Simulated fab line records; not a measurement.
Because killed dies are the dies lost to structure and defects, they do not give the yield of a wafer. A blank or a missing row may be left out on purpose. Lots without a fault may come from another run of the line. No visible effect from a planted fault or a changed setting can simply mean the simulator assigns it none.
Commonality check across tools || flow gf180mcu || Lots sampled 14, wafers sampled 42

## WHY IT WAS OPENED
GF_HV_LDD_TW_MEAS_23, reading HV_LDD_2_TW: flagged on 2 of 14 lots. No-fault wafers: 1059, standard deviation 7.
Rule: a lot is flagged when every wafer of it that has a number lies more than 4 standard deviations from that mean, or none has a number. All remaining lots are regarded as sound.

{"lot": "L847", "measured": "day 11 18:58", "on": "film-metro-01", "HV_LDD_2_TW, wafer by wafer": "1052 1051 1045", "flag": ""}
{"lot": "L850", "measured": "day 12 13:13", "on": "film-metro-04", "HV_LDD_2_TW, wafer by wafer": "1593 1595 1599", "flag": "FLAGGED"}
{"lot": "L851", "measured": "day 13 04:08", "on": "film-metro-04", "HV_LDD_2_TW, wafer by wafer": "1057 1058 1055", "flag": ""}
{"lot": "L853", "measured": "day 13 15:19", "on": "film-metro-01", "HV_LDD_2_TW, wafer by wafer": "1586 1591 1591", "flag": "FLAGGED"}
{"lot": "L854", "measured": "day 13 23:38", "on": "film-metro-04", "HV_LDD_2_TW, wafer by wafer": "1062 1063 1064", "flag": ""}
{"lot": "L856", "measured": "day 14 13:11", "on": "film-metro-04", "HV_LDD_2_TW, wafer by wafer": "1062 1066 1063", "flag": ""}
{"lot": "L857", "measured": "day 14 21:22", "on": "film-metro-02", "HV_LDD_2_TW, wafer by wafer": "1070 1062 1066", "flag": ""}
{"lot": "L858", "measured": "day 15 07:29", "on": "film-metro-01", "HV_LDD_2_TW, wafer by wafer": "1052 1051 1058", "flag": ""}
{"lot": "L859", "measured": "day 15 11:17", "on": "film-metro-02", "HV_LDD_2_TW, wafer by wafer": "1073 1069 1073", "flag": ""}
{"lot": "L861", "measured": "day 16 01:38", "on": "film-metro-01", "HV_LDD_2_TW, wafer by wafer": "1051 1057 1056", "flag": ""}
{"lot": "L863", "measured": "day 16 19:08", "on": "film-metro-01", "HV_LDD_2_TW, wafer by wafer": "1053 1054 1054", "flag": ""}
{"lot": "L864", "measured": "day 17 04:50", "on": "film-metro-04", "HV_LDD_2_TW, wafer by wafer": "1067 1066 1065", "flag": ""}
{"lot": "L866", "measured": "day 17 14:46", "on": "film-metro-04", "HV_LDD_2_TW, wafer by wafer": "1056 1062 1060", "flag": ""}
{"lot": "L867", "measured": "day 18 07:19", "on": "film-metro-04", "HV_LDD_2_TW, wafer by wafer": "1068 1058 1065", "flag": ""}
On average the flagged lots' numbers are 1592, which is +534 against the usual, or +76 standard deviations.

## TOOL THAT RAN EACH LOT
The record holds 1 process step before the reading, out of a route of 602 steps. Each cell gives the tool, then ch followed by the chambers the sampled wafers passed through, then the start.
{"lot": "L847", "flag": "", "GF_HV_LDD_IMPLANT_21": "implanter-04 ch 0, day 11 18:44"}
{"lot": "L850", "flag": "FLAGGED", "GF_HV_LDD_IMPLANT_21": "implanter-04 ch 0, day 12 12:59"}
{"lot": "L851", "flag": "", "GF_HV_LDD_IMPLANT_21": "implanter-01 ch 0, day 13 03:53"}
{"lot": "L853", "flag": "FLAGGED", "GF_HV_LDD_IMPLANT_21": "implanter-04 ch 0, day 13 15:05"}
{"lot": "L854", "flag": "", "GF_HV_LDD_IMPLANT_21": "implanter-03 ch 0, day 13 23:23"}
{"lot": "L856", "flag": "", "GF_HV_LDD_IMPLANT_21": "implanter-01 ch 0, day 14 12:56"}
{"lot": "L857", "flag": "", "GF_HV_LDD_IMPLANT_21": "implanter-01 ch 0, day 14 21:09"}
{"lot": "L858", "flag": "", "GF_HV_LDD_IMPLANT_21": "implanter-03 ch 0, day 15 07:14"}
{"lot": "L859", "flag": "", "GF_HV_LDD_IMPLANT_21": "implanter-01 ch 0, day 15 11:04"}
{"lot": "L861", "flag": "", "GF_HV_LDD_IMPLANT_21": "implanter-03 ch 0, day 16 01:25"}
{"lot": "L863", "flag": "", "GF_HV_LDD_IMPLANT_21": "implanter-01 ch 0, day 16 18:53"}
{"lot": "L864", "flag": "", "GF_HV_LDD_IMPLANT_21": "implanter-01 ch 0, day 17 04:35"}
{"lot": "L866", "flag": "", "GF_HV_LDD_IMPLANT_21": "implanter-04 ch 0, day 17 14:32"}
{"lot": "L867", "flag": "", "GF_HV_LDD_IMPLANT_21": "implanter-01 ch 0, day 18 07:04"}
What is done by these steps:
- GF_HV_LDD_IMPLANT_21
- GF_HV_LDD_TW_MEAS_23

## FLAGGED OVER TOTAL, TOOL BY TOOL (the gauges that took the reading come last)
{"step": "GF_HV_LDD_IMPLANT_21", "tool": "implanter-01", "lots run": 7, "flagged": 0, "share of the flagged lots": "none", "sound lots run after its first flagged lot": "-"}
{"step": "GF_HV_LDD_IMPLANT_21", "tool": "implanter-03", "lots run": 3, "flagged": 0, "share of the flagged lots": "none", "sound lots run after its first flagged lot": "-"}
{"step": "GF_HV_LDD_IMPLANT_21", "tool": "implanter-04", "lots run": 4, "flagged": 2, "share of the flagged lots": "all", "sound lots run after its first flagged lot": "1 (L866)"}
{"step": "GF_HV_LDD_TW_MEAS_23", "tool": "film-metro-01", "lots run": 5, "flagged": 1, "share of the flagged lots": "some", "sound lots run after its first flagged lot": "3 (L858,L861,L863)"}
{"step": "GF_HV_LDD_TW_MEAS_23", "tool": "film-metro-02", "lots run": 2, "flagged": 0, "share of the flagged lots": "none", "sound lots run after its first flagged lot": "-"}
{"step": "GF_HV_LDD_TW_MEAS_23", "tool": "film-metro-04", "lots run": 7, "flagged": 1, "share of the flagged lots": "some", "sound lots run after its first flagged lot": "6 (L851,L854,L856,L864,L866,L867)"}

## WHAT IS ALLOWED BY THE TABLE
All flagged lots share 1 row of the table, namely implanter-04 at GF_HV_LDD_IMPLANT_21.
- implanter-04 at GF_HV_LDD_IMPLANT_21: 2 of its 4 lots flagged. After the first flagged lot (L866), sound lots still ran on it; a lasting fault on the whole tool would not permit that. Its own readings lie more than 4 standard deviations out on every wafer of the flagged lots: beam-on-s, dose-ions-cm2, faraday-current-uA.
None of the table's rows ran every flagged lot and, after the first, no sound lot.

## WHAT THE SIMULATOR PUT IN
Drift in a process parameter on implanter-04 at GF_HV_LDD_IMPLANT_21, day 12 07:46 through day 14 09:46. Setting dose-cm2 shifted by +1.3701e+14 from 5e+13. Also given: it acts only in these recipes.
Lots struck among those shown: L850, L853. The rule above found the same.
